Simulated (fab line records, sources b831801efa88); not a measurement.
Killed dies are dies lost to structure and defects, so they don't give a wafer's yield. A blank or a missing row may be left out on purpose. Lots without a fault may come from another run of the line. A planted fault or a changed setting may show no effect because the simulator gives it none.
fab line records | flow sky130
record lots=7 wafers=21 last_day=49
route steps=708 shown SONOS_TUNNEL@156 SONOS_ONO@168 PAD_OPEN@708
lots that met no fault: from a run of the same line without faults
start_h: hours from the record's first day to the start of the lot's first wafer shown | wait_h: hours since the lot's step before | " the same as in the row above | L1.1+2: a row that stands for several wafers | - no value, or no start given | * or withheld: withheld | < > ~ a bound
route shown NAME@n: a module of which the file shows steps, and the number in the route of the first | usual: mean/standard deviation of fault-free wafers | same: alike in all rows | chamber/n: place in a boat | sites: the reading at each site | _std_site: their standard deviation | _edge_site: outer sites' mean less inner sites' | radius_mm: how far each site lies from the wafer's centre | mask NAME#n: copy n | behind: the tool/chamber that last shaped the wafer | hold: why the lot was held/for how many hours/how that ended | device: the transistor (n, p or np) that didn't switch | end of line: the same wafers' tests at the end of the route | a step without rows: its recipe alone | killed: dies lost to structure and defects at the first sort, not the wafer's yield | map: a wafer's dies, x killed, . not, _ none there
set.NAME: the setting as run; set.NAME@STEP: as run at that earlier step | model.NAME: the simulator's own value behind a step, which no gauge read
lots at some steps of the route; a table a step, a row a wafer
services: from which hour (start_h, from the record's first day; less than 0 if before it) a tool's chamber was out of use, for how many hours, and why
## steps
# step SKY_SONOS_TUNNEL_COAT_02
# recipe resist=NOVOLAK spin_rpm=3000 resist_thk_nm=1140
# step SKY_SONOS_TUNNEL_SOFTBAKE_03
# recipe temp_c=90 time_s=60 resist=NOVOLAK
# step SKY_SONOS_TUNNEL_EXPOSE_04
# recipe mask_id=TUNM na=0.6 source_shape=conventional sigma_outer=0.6 polarization=unpolarized target_cd_nm=410 dose_mj=136
# step SKY_SONOS_TUNNEL_PEB_05
# recipe temp_c=withheld time_s=* resist=NOVOLAK
# step SKY_SONOS_TUNNEL_DEVELOP_06
# recipe resist=NOVOLAK developer=TMAH develop_time_s=60 dev_temp_c=23
# step SKY_SONOS_TUNNEL_CD_MEAS_07
# recipe target_cd_nm=410
# usual cd_nm=409.6/2.2
# columns lot.wafer tool chamber start_h wait_h cd_nm
L172.1 cd_sem-02 - 247.76 0.1 414.7
L172.3 " - " " 414.9
L172.4 " - " " 411.8
L176.3 cd_sem-01 - 273.80 0.1 412.2
L176.4 " - " " 411.1
L176.6 " - " " 412.7
L180.2 cd_sem-01 - 328.48 0.1 409.5
L180.3 " - " " 408.7
L180.5 " - " " 410.5
L182.1 cd_sem-01 - 332.36 0.1 409.3
L182.4 " - " " 409.3
L182.5 " - " " 411.9
L181.2 cd_sem-02 - 332.68 0.1 407.6
L181.4 " - " " 409.7
L181.6 " - " " 409.9
L190.1 cd_sem-01 - 396.11 0.1 410.0
L190.4 " - " " 411.6
L190.5 " - " " 408.0
L192.1 cd_sem-01 - 403.76 0.1 410.3
L192.2 " - " " 410.0
L192.5 " - " " 411.3
# step SKY_SONOS_TUNNEL_OVL_MEAS_08
# usual SONOS_TUNNEL_OVL=0.0/1.4
# columns lot.wafer tool chamber start_h wait_h SONOS_TUNNEL_OVL[nm]
L172.1 overlay-02 - 247.88 0.1 4.3
L172.3 " - " " 1.6
L172.4 " - " " 2.6
L176.3 overlay-02 - 273.89 0.1 2.0
L176.4 " - " " 1.5
L176.6 " - " " 2.4
L180.2 overlay-01 - 328.59 0.1 -0.3
L180.3 " - " " 1.1
L180.5 " - " " 1.0
L182.1 overlay-01 - 332.48 0.1 -0.9
L182.4 " - " " -1.0
L182.5 " - " " -2.1
L181.2 overlay-02 - 332.79 0.1 1.1
L181.4 " - " " 1.2
L181.6 " - " " -0.1
L190.1 overlay-02 - 396.23 0.1 0.4
L190.4 " - " " -2.6
L190.5 " - " " -2.7
L192.1 overlay-02 - 403.88 0.1 0.5
L192.2 " - " " 1.8
L192.5 " - " " -0.3
# step SKY_SONOS_TUNNEL_IMPLANT_09
# recipe species=B energy_kev=20 dose_cm2=1e+12 tilt_deg=withheld
# step SKY_SONOS_TUNNEL_WET_ETCH_10
# recipe chemistry=dHF target_depth_nm=14 target=SiO2 dilution=100:1 temp_c=25 time_s=280
# step SKY_SONOS_TUNNEL_STRIP_11
# recipe chemistry=SPM time_s=600 temp_c=130
# step SKY_SONOS_TUNNEL_TW_MEAS_12
# usual SONOS_TUNNEL_TW=197.6/2.1
# columns lot.wafer tool chamber start_h wait_h SONOS_TUNNEL_TW
L172.1 film_metro-03 - 248.36 0.0 197.8
L172.3 " - " " 197.8
L172.4 " - " " 198.9
L176.3 film_metro-02 - 274.35 0.0 198.9
L176.4 " - " " 198.6
L176.6 " - " " 198.6
L180.2 film_metro-04 - 329.04 0.0 194.8
L180.3 " - " " 194.9
L180.5 " - " " 195.3
L182.1 film_metro-03 - 332.93 0.0 199.9
L182.4 " - " " 199.2
L182.5 " - " " 198.9
L181.2 film_metro-02 - 333.25 0.0 198.8
L181.4 " - " " 197.5
L181.6 " - " " 197.3
L190.1 film_metro-02 - 396.68 0.0 198.6
L190.4 " - " " 199.1
L190.5 " - " " 198.4
L192.1 film_metro-02 - 404.33 0.0 198.7
L192.2 " - " " 198.7
L192.5 " - " " 200.3
# step SKY_SONOS_TUNNEL_CLEAN_13
# recipe chemistry=dHF time_s=20 dilution=100:1 dry=ipa_marangoni
# step SKY_SONOS_ONO_OXIDATION_00
# recipe temp_c=800 ambient=O2 idle_temp_c=700 ramp_up_c_per_min=10 ramp_down_c_per_min=3 stabilise_s=600 purge_s=300 target_thk_a=26 ox_time_s=1249
# usual spike_tc_bottom_C=823.3/1.2 spike_tc_centre_C=801.2/1.6 spike_tc_lower_C=799.9/1.3 spike_tc_top_C=815.0/1.3 spike_tc_upper_C=800.5/2.1 tube_center_temp_C=800.01/0.072 tube_center_temp_C_max=802.0/0.3 zone_power_centre_pct=14.37/0.13
# same purge_s=300 stabilise_s=600
# columns lot.wafer tool chamber start_h wait_h spike_tc_bottom_C spike_tc_centre_C spike_tc_lower_C spike_tc_top_C spike_tc_upper_C tube_center_temp_C tube_center_temp_C_max zone_power_centre_pct model.SiO2_of_SONOS_ONO_OXIDATION_00.thk_nm
L172.1 furnace-01 0 248.44 0.0 825.8 799.7 799.6 815.9 798.5 799.97 801.8 14.15 2.601
L172.3 " 0 " " 823.0 802.4 801.5 814.7 797.4 800.14 802.1 14.58 2.591
L172.4 " 0 " " 826.6 800.5 800.9 816.7 799.5 799.97 802.3 14.42 2.55
L176.3 furnace-01 0 274.40 0.0 824.7 799.6 799.8 816.9 799.0 799.8 802.1 14.47 2.548
L176.4 " 0 " " 824.1 799.6 800.7 814.6 797.8 800.09 802.4 14.26 2.55
L176.6 " 0 " " 824.1 801.5 799.4 816.2 798.4 800.01 802.0 14.17 2.595
L180.2 furnace-01 0 329.10 0.0 840.1 814.7 816.7 830.3 815.8 815.84 818.2 14.94 3.157
L180.3 " 0 " " 840.2 816.0 816.2 832.3 814.6 815.83 818.1 14.78 3.2
L180.5 " 0 " " 840.1 814.8 816.2 830.9 814.2 815.89 817.9 15.06 3.193
L181.2 furnace-01 0 334.09 0.8 840.2 816.5 814.8 832.4 814.5 816.02 817.9 15.15 3.138
L181.4 " 0 " " 839.2 816.3 816.2 832.8 813.3 815.97 817.8 14.81 3.152
L181.6 " 0 " " 838.7 815.6 816.5 830.1 814.9 815.97 817.8 15.10 3.174
L182.1 furnace-01 0 334.09 1.1 838.1 815.2 816.3 830.4 815.9 815.99 818.0 14.99 3.134
L182.4 " 0 " " 839.3 815.5 819.1 830.7 814.7 815.82 817.7 14.81 3.119
L182.5 " 0 " " 841.1 815.1 815.8 831.7 814.9 815.84 817.8 15.00 3.134
L190.1 furnace-01 0 399.00 2.3 824.8 800.1 802.4 812.9 797.0 800.01 802.9 14.47 2.484
L190.4 " 0 " " 824.6 799.5 801.6 816.7 799.1 800.06 802.1 14.42 2.568
L190.5 " 0 " " 823.5 798.8 799.7 814.0 798.6 800.02 801.9 13.98 2.531
L192.1 furnace-02 0 405.22 0.8 822.2 801.8 799.9 814.4 802.3 800.01 801.8 14.35 2.54
L192.2 " 0 " " 822.7 802.7 798.1 814.6 803.1 799.96 801.8 14.58 2.566
L192.5 " 0 " " 823.7 801.9 798.5 813.3 802.8 800.09 801.8 14.56 2.541
# step SKY_SONOS_ONO_THK_MEAS_01
# recipe reads=SiO2_of_SONOS_ONO_OXIDATION_00
# usual SONOS_ONO_OXIDATION_THK=2.59/0.064
# columns lot.wafer tool chamber start_h wait_h SONOS_ONO_OXIDATION_THK[nm]
L172.1 film_metro-03 - 249.78 0.0 2.60
L172.3 " - " " 2.59
L172.4 " - " " 2.53
L176.3 film_metro-01 - 275.77 0.0 2.54
L176.4 " - " " 2.60
L176.6 " - " " 2.59
L180.2 film_metro-04 - 330.46 0.0 3.16
L180.3 " - " " 3.19
L180.5 " - " " 3.23
L182.1 film_metro-01 - 335.44 0.0 3.15
L182.4 " - " " 3.09
L182.5 " - " " 3.12
L181.2 film_metro-03 - 335.45 0.0 3.14
L181.4 " - " " 3.12
L181.6 " - " " 3.14
L190.1 film_metro-03 - 400.35 0.0 2.51
L190.4 " - " " 2.55
L190.5 " - " " 2.55
L192.1 film_metro-01 - 406.57 0.0 2.51
L192.2 " - " " 2.62
L192.5 " - " " 2.54
# step SKY_SONOS_ONO_CVD_02
# recipe material=Si3N4 precursor=DCS/NH3 target_thk_nm=10.5 temp_c=770 time_s=180 pressure_mtorr=250
# step SKY_PAD_OPEN_PROBE_99
# usual killed_at_M0_to_M3=42/6.6 killed_at_M4_up=3.0/1.8 killed_at_contacts=25/5.1 killed_at_front_end=15/4.4 killed_at_other=0.3/0.56 killed_dies=86/8.6 killed_open=47/6.9 killed_short=38/6
# same gross_dies=492 killed_at_back_side=0
# columns lot.wafer tool chamber start_h wait_h killed_at_M0_to_M3 killed_at_M4_up killed_at_contacts killed_at_front_end killed_at_other killed_dies killed_open killed_short model.etest.sonos_erased.drive_ua_um model.etest.sonos_uncharged.r_on_ohm_um model.etest.sonos_erased.vt_v model.etest.cap_ono.gate_log10_a_cm2 model.etest.cap_ono.gate_bv_v model.etest.cap_ono.tox_acc_nm model.etest.sonos_programmed.vt_v model.etest.sonos_baked.vt_less_v
L172.1 prober-01 - 1068.47 0.1 42 5 22 13 1 83 45 37 187.4 805.4 -2.299 -7.742 16.48 12.78 1.561 -0.524
L172.3 prober-01 - 1068.57 0.2 46 2 27 17 0 92 55 36 172.5 806.2 -2.266 -7.818 16.4 12.86 1.482 -0.459
L172.4 prober-01 - 1068.62 0.2 38 3 17 20 0 78 50 27 216.1 815.6 -2.354 -7.84 16.33 12.74 1.524 -0.5309
L176.3 prober-01 - 1097.67 0.2 46 2 27 13 1 89 52 37 178.8 826 -2.288 -7.829 16.46 12.8 1.495 -0.5016
L176.4 prober-01 - 1097.72 0.2 57 2 21 15 0 95 57 37 166.3 838.2 -2.272 -7.86 16.62 12.84 1.449 -0.4431
L176.6 prober-01 - 1097.82 0.2 41 3 18 17 0 79 46 33 178.1 826.4 -2.286 -7.874 16.25 12.84 1.503 -0.5057
L180.2 prober-01 - 1131.98 0.1 37 4 25 16 0 82 46 36 103.1 830.1 -1.393 -8.932 17.04 13.6 1.134 -0.2985
L180.3 prober-01 - 1132.03 0.2 39 1 20 15 1 76 48 28 91.06 833 -1.283 -8.821 16.97 13.58 1.106 -0.2937
L180.5 prober-01 - 1132.13 0.2 41 2 17 15 0 75 47 28 90.19 847.2 -1.221 -8.918 17.39 13.72 1.053 -0.2983
L182.1 prober-01 - 1144.61 0.1 46 2 26 15 0 89 38 51 112.6 809.6 -1.475 -8.842 17.04 13.61 1.18 -0.3243
L182.4 prober-01 - 1144.76 0.2 41 0 25 17 2 85 43 41 111.6 819.6 -1.509 -8.781 16.88 13.59 1.186 -0.3281
L182.5 prober-01 - 1144.81 0.2 43 4 27 16 0 90 54 36 91.43 830.3 -1.461 -8.795 17.33 13.56 1.167 -0.3025
L181.2 prober-02 - 1145.31 0.1 34 7 26 20 0 87 53 34 93.21 847.2 -1.372 -8.966 17.61 13.71 1.079 -0.253
L181.4 prober-02 - 1145.41 0.2 42 4 29 14 1 90 54 36 111.6 825.8 -1.387 -8.944 17.41 13.64 1.06 -0.2683
L181.6 prober-02 - 1145.51 0.2 49 2 22 11 1 85 44 40 85.32 837 -1.282 -8.951 17.67 13.71 1.065 -0.2363
L190.1 prober-01 - 1180.65 0.1 41 3 19 14 0 77 36 40 159 824.2 -2.286 -7.903 16.06 12.86 1.502 -0.6134
L190.4 prober-01 - 1180.80 0.2 35 4 26 8 0 73 43 30 188.1 828.1 -2.314 -7.826 16.07 12.77 1.524 -0.5286
L190.5 prober-01 - 1180.85 0.2 49 3 26 13 0 91 66 24 167.6 810.4 -2.312 -7.82 16.19 12.74 1.514 -0.5647
L192.1 prober-01 - 1182.81 0.1 38 4 31 15 0 88 49 39 217.8 807.2 -2.396 -7.589 16.04 12.64 1.571 -0.5677
L192.2 prober-01 - 1182.86 0.1 48 3 19 13 1 84 47 37 199.2 811.1 -2.364 -7.596 16.14 12.63 1.589 -0.5457
L192.5 prober-01 - 1183.01 0.2 38 2 21 13 1 75 35 40 222.7 812.6 -2.4 -7.637 16.26 12.63 1.558 -0.5127
# killed by level:class
L172.1 CONTACT:geometric_particle:open=13 VIA1:geometric_particle:open=10 METAL1:geometric_particle:short=6 POLY_GATE:geometric_particle:short=5 VIA3:geometric_particle:open=5 METAL2:geometric_particle:short=5 METAL4:geometric_particle:short=5 LI_CONTACT:geometric_particle:open=4
L172.3 CONTACT:geometric_particle:open=13 VIA1:geometric_particle:open=9 LI_CONTACT:geometric_particle:open=8 VIA2:geometric_particle:open=7 FIELD_ISO:geometric_particle:short=5 VIA1:geometric_particle:short=5 VIA2:geometric_particle:short=5 VIA3:geometric_particle:open=5
L172.4 VIA2:geometric_particle:open=11 CONTACT:geometric_particle:open=9 VIA1:geometric_particle:open=8 FIELD_ISO:geometric_particle:short=6 POLY_GATE:geometric_particle:open=5 LI_CONTACT:geometric_particle:open=5 METAL1:geometric_particle:short=5 FIELD_ISO:geometric_particle:open=4
L176.3 CONTACT:geometric_particle:open=10 VIA3:geometric_particle:open=10 VIA2:geometric_particle:open=8 VIA1:geometric_particle:open=7 LI_CONTACT:geometric_particle:open=6 VIA1:geometric_particle:short=5 METAL3:geometric_particle:short=5 LOCAL_INTERCONNECT:geometric_particle:short=4
L176.4 VIA2:geometric_particle:open=14 VIA1:geometric_particle:open=11 VIA3:geometric_particle:open=9 CONTACT:geometric_particle:open=7 POLY_GATE:geometric_particle:open=6 LOCAL_INTERCONNECT:geometric_particle:short=5 METAL2:geometric_particle:short=5 METAL3:geometric_particle:short=5
L176.6 LI_CONTACT:geometric_particle:open=11 VIA1:geometric_particle:open=9 POLY_GATE:geometric_particle:open=6 VIA1:geometric_particle:short=6 VIA2:geometric_particle:open=6 VIA3:geometric_particle:short=6 FIELD_ISO:geometric_particle:open=5 METAL3:geometric_particle:short=4
L180.2 VIA1:geometric_particle:open=10 LI_CONTACT:geometric_particle:open=7 VIA3:geometric_particle:open=7 FIELD_ISO:geometric_particle:short=6 CONTACT:geometric_particle:open=6 FIELD_ISO:geometric_particle:open=5 METAL2:geometric_particle:short=5 CONTACT:geometric_particle:short=4
L180.3 VIA1:geometric_particle:open=12 CONTACT:geometric_particle:open=9 VIA2:geometric_particle:open=6 VIA3:geometric_particle:open=6 CONTACT:geometric_particle:short=5 METAL1:geometric_particle:short=5 VIA2:geometric_particle:short=4 FIELD_ISO:geometric_particle:open=3
L180.5 VIA1:geometric_particle:open=10 VIA3:geometric_particle:open=7 CONTACT:geometric_particle:open=7 LI_CONTACT:geometric_particle:open=5 METAL1:geometric_particle:short=5 METAL2:geometric_particle:short=5 FIELD_ISO:geometric_particle:short=4 FIELD_ISO:geometric_particle:open=4
L182.1 METAL1:geometric_particle:short=9 CONTACT:geometric_particle:short=7 LI_CONTACT:geometric_particle:open=6 VIA1:geometric_particle:open=6 LOCAL_INTERCONNECT:geometric_particle:short=6 VIA3:geometric_particle:open=6 METAL2:geometric_particle:short=6 CONTACT:geometric_particle:open=5
L182.4 LI_CONTACT:geometric_particle:open=9 VIA2:geometric_particle:open=7 CONTACT:geometric_particle:short=6 VIA1:geometric_particle:open=6 METAL2:geometric_particle:short=6 VIA3:geometric_particle:open=6 FIELD_ISO:geometric_particle:open=5 FIELD_ISO:geometric_particle:short=5
L182.5 VIA1:geometric_particle:open=14 LI_CONTACT:geometric_particle:open=11 VIA3:geometric_particle:open=6 LOCAL_INTERCONNECT:geometric_particle:short=6 CONTACT:geometric_particle:open=6 FIELD_ISO:geometric_particle:short=5 FIELD_ISO:geometric_particle:open=5 VIA2:geometric_particle:short=5
L181.2 VIA1:geometric_particle:open=15 FIELD_ISO:geometric_particle:open=9 CONTACT:geometric_particle:open=9 METAL4:geometric_particle:short=7 FIELD_ISO:geometric_particle:short=6 LI_CONTACT:geometric_particle:open=5 VIA2:geometric_particle:open=5 CONTACT:geometric_particle:short=4
L181.4 CONTACT:geometric_particle:open=12 VIA3:geometric_particle:open=11 LI_CONTACT:geometric_particle:open=8 VIA1:geometric_particle:open=7 METAL2:geometric_particle:short=7 CONTACT:geometric_particle:short=5 SPACER:geometric_particle:short=4 FIELD_ISO:geometric_particle:open=3
L181.6 CONTACT:geometric_particle:open=10 VIA3:geometric_particle:open=8 VIA1:geometric_particle:short=8 VIA1:geometric_particle:open=7 METAL2:geometric_particle:short=6 VIA2:geometric_particle:open=5 LI_CONTACT:geometric_particle:open=4 CONTACT:geometric_particle:short=4
L190.1 METAL2:geometric_particle:short=9 CONTACT:geometric_particle:open=6 VIA2:geometric_particle:open=6 CONTACT:geometric_particle:short=4 METAL1:geometric_particle:short=4 VIA2:geometric_particle:short=4 VIA1:geometric_particle:open=4 VIA3:geometric_particle:open=4
L190.4 CONTACT:geometric_particle:open=13 LI_CONTACT:geometric_particle:open=8 METAL2:geometric_particle:short=8 VIA1:geometric_particle:open=7 METAL1:geometric_particle:short=5 VIA3:geometric_particle:open=4 CONTACT:geometric_particle:short=3 METAL4:geometric_particle:short=3
L190.5 CONTACT:geometric_particle:open=15 VIA1:geometric_particle:open=11 VIA3:geometric_particle:open=10 LI_CONTACT:geometric_particle:open=7 VIA2:geometric_particle:open=7 FIELD_ISO:geometric_particle:open=6 METAL1:geometric_particle:short=6 VIA3:geometric_particle:short=4
L192.1 CONTACT:geometric_particle:open=11 VIA2:geometric_particle:open=8 METAL1:geometric_particle:short=8 VIA1:geometric_particle:open=6 CONTACT:geometric_particle:short=6 LI_CONTACT:geometric_particle:open=5 POLY_GATE:geometric_particle:open=4 LI_CONTACT:geometric_particle:short=4
L192.2 VIA2:geometric_particle:open=12 VIA1:geometric_particle:open=9 LI_CONTACT:geometric_particle:open=7 CONTACT:geometric_particle:open=6 METAL1:geometric_particle:short=6 METAL2:geometric_particle:short=6 FIELD_ISO:geometric_particle:open=4 VIA1:geometric_particle:short=4
L192.5 METAL1:geometric_particle:short=10 CONTACT:geometric_particle:open=8 LI_CONTACT:geometric_particle:open=6 VIA1:geometric_particle:open=6 METAL2:geometric_particle:short=5 POLY_GATE:geometric_particle:short=4 LOCAL_INTERCONNECT:geometric_particle:short=4 VIA2:geometric_particle:short=4
## services
# columns tool chamber start_h hours kind
furnace-01 - 381.63 4.3 pm
furnace-01 - 388.94 1.8 pm
## key
first_sign step=SKY_SONOS_ONO_OXIDATION_00 reading=tube_center_temp_C direction=up sigmas=99+ usual=* struck=*
effect step=SKY_SONOS_ONO_OXIDATION_00 reading=tube_center_temp_C_max direction=up sigmas=52 usual=* struck=*
effect step=SKY_SONOS_ONO_THK_MEAS_01 reading=SONOS_ONO_OXIDATION_THK direction=up sigmas=8.6 usual=2.59 struck=3.15
model_effect step=SKY_SONOS_ONO_OXIDATION_00 value=SiO2_of_SONOS_ONO_OXIDATION_00.thk_nm without=2.508 struck=3.156
model_effect step=SKY_PAD_OPEN_PROBE_99 value=etest.sonos_erased.drive_ua_um without=186 struck=98.91
met_at SKY_SONOS_ONO_OXIDATION_00
struck_wafers L180.2,L180.3,L180.5,L181.2,L181.4,L181.6,L182.1,L182.4,L182.5
tester_left_out L180,L181,L182
onset_between 274.40 329.10
fault kind=process_parameter_drift tool=furnace-01 chamber=- onset_h=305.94 steps=SKY_SONOS_ONO_OXIDATION_00 channel=temp_c offset=* shape=step end_h=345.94 acts_in=* stated=*
# tester_left_out: of these lots the tester's yield and bins aren't shown, on N5 and GAA mostly nor the transistor test; their killed dies are dies lost to structure and defects alone, not to doping, threshold or leakage, so they don't give the yield
